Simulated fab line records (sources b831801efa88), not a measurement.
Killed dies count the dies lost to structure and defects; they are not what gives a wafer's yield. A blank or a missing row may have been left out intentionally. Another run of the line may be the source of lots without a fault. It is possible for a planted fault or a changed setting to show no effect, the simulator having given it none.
A struck lot beside a sound one || flow sky130 || 15 steps out of a route of 708
Sound: these wafers, L569.1, L569.3, L569.4. Struck: wafer L579.4. (L579.3, L579.5 of the same lot were not struck and are left out.) The cause comes at the end.
For every step that has rows: the tool of each side, followed by ch and its chambers, followed by its first start. Under that, the readings that differ: sound wafers || struck wafers || difference of the means || sigmas: that difference in standard deviations of wafers without a fault.
alike: words and numbers the same on both sides, and readings whose means are apart by under 2 such deviations; not compared: readings that were withheld, readings missing a value for some wafer, numbers with overlapping values and no deviation given by the record, and bounds like >300 which may hide the same value.
The two part at a step that has a row with sigmas, a row that says differs or no value, or rows on one side only. When numbers do not overlap yet have no deviation, they are printed without sigmas and do not part them. A reading missing from all wafers of one side parts the sides only when that side holds two or more wafers.

SKY_VIA1_ETCH_14: etches BARC in N2/H2, stops on SiO2, time 45.9 s, target depth 60 nm.
  sound on rieDiel-04 ch 1,2,3, day 33 20:04; struck on rieDiel-04 ch 1, day 37 00:51
{"reading": "rfHoursCounterH (h)", "sound": "5 1 5", "struck": 8, "difference": "+4", "sigmas": ""}
  alike: biasW, drypumpMotorCurrentA, oesProductAu, throttleValvePct
then, 5 steps without rows for these wafers: SKY_VIA1_ETCH_15 (etches SiO2 in C4F8/O2/Ar, stops on TiN, target depth 351 nm, time 54 s); SKY_VIA1_STRIP_16 (strips in O2/N2); SKY_VIA1_STRIP_17 (strips in post etch residue remover, time 1200 s); SKY_VIA1_CLEAN_18 (cleans in IPA, time 180 s); SKY_VIA1_CLEAN_19 (cleans in O3/DIW).
SKY_VIA1_SPUTTER_20: material TiN, target thk 20 nm, time 80 s.
  sound on pvdSputter-02 at day 33 20:47; struck on pvdSputter-04 at day 37 01:32
{"reading": "chamberPressurePa (Pa)", "sound": "4.992 4.988 4.998", "struck": 5.019, "difference": "+0.026", "sigmas": "+3"}
  alike: throttleValvePct
SKY_VIA1_CVD_21: deposits W, target thk 270 nm, time 80.902 s.
  sound on cvdW-01 ch 0,1, day 33 20:51; struck on cvdW-02 ch 1, day 37 01:37
  alike: heaterPowerW, susceptorTempC
  not compared: sinceWetCleanH
SKY_VIA1_RS_MEAS_22: uses a four-point probe to measure.
  sound on filmMetro-02 at day 33 20:56; struck on filmMetro-02 at day 37 01:43
  alike: VIA1_W_RS
SKY_VIA1_THK_MEAS_23: measures by xrf.
  sound on filmMetro-02 at day 33 21:04; struck on filmMetro-02 at day 37 01:49
  alike: VIA1_W_THK
SKY_VIA1_CMP_24: polishes, stops on SiO2, t overpolish 15 s, target thk 0 nm.
  sound on cmp-01 ch 0,1,2, day 33 21:07; struck on cmp-01 ch 3, day 37 01:52
  alike: motorCurrentA, overpolishRunS, retainingRingPressureFrac, timeToEndpointS
then, 1 step without rows for these wafers: SKY_METAL2_SPUTTER_00 (material Ti, target thk 15 nm, time 10 s).
SKY_METAL2_SPUTTER_01: material TiN, target thk 20 nm, time 16.7 s.
  sound on pvdSputter-03 at day 33 21:26; struck on pvdSputter-03 at day 37 02:11
{"reading": "chamberPressurePa (Pa)", "sound": "0.4006 0.4011 0.4001", "struck": 0.3215, "difference": -0.0791, "sigmas": -95}
{"reading": "throttleValvePct (%)", "sound": "31.9 29.9 29.1", "struck": 33.5, "difference": "+3.2", "sigmas": "+3"}
{"reading": "model.TiN_of_METAL2_SPUTTER_01.thkNm (nm)", "sound": "19.97 20.21 20.07", "struck": 20.45, "difference": "+0.37", "sigmas": ""}
SKY_METAL2_SPUTTER_02: material AlCu, target thk 250 nm, time 13.3 s.
  sound on pvdSputter-03 at day 33 21:28; struck on pvdSputter-03 at day 37 02:13
  alike: chamberPressurePa, throttleValvePct
-- the record jumps here: 11 days lie between the struck wafers' starts before and after (it left off in module METAL2 and takes up again in module PAD_OPEN, whose first step shown is number 708 of the route) --
SKY_PAD_OPEN_PROBE_99:
  sound on prober-02 at day 45 14:23; struck on prober-02 at day 48 03:52
{"reading": "killedAtContacts", "sound": "26 24 29", "struck": 15, "difference": -11, "sigmas": -2}
{"reading": "killedOpen", "sound": "65 68 55", "struck": 47, "difference": -16, "sigmas": -2}
  alike: defectLimitedYield, killed_at_M0_to_M3, killed_at_M4_up, killedAtFrontEnd, killedAtOther, killedDies, killedShort, sort_bin_3_pad_short, sort_bin_5_function, sort_bin_6_memory, sortNPass, sortYieldPct

WHERE THEY PART
Last at SKY_PAD_OPEN_PROBE_99 as far as this record goes, first at SKY_VIA1_SPUTTER_20.

WHY: what had been put in by the simulator
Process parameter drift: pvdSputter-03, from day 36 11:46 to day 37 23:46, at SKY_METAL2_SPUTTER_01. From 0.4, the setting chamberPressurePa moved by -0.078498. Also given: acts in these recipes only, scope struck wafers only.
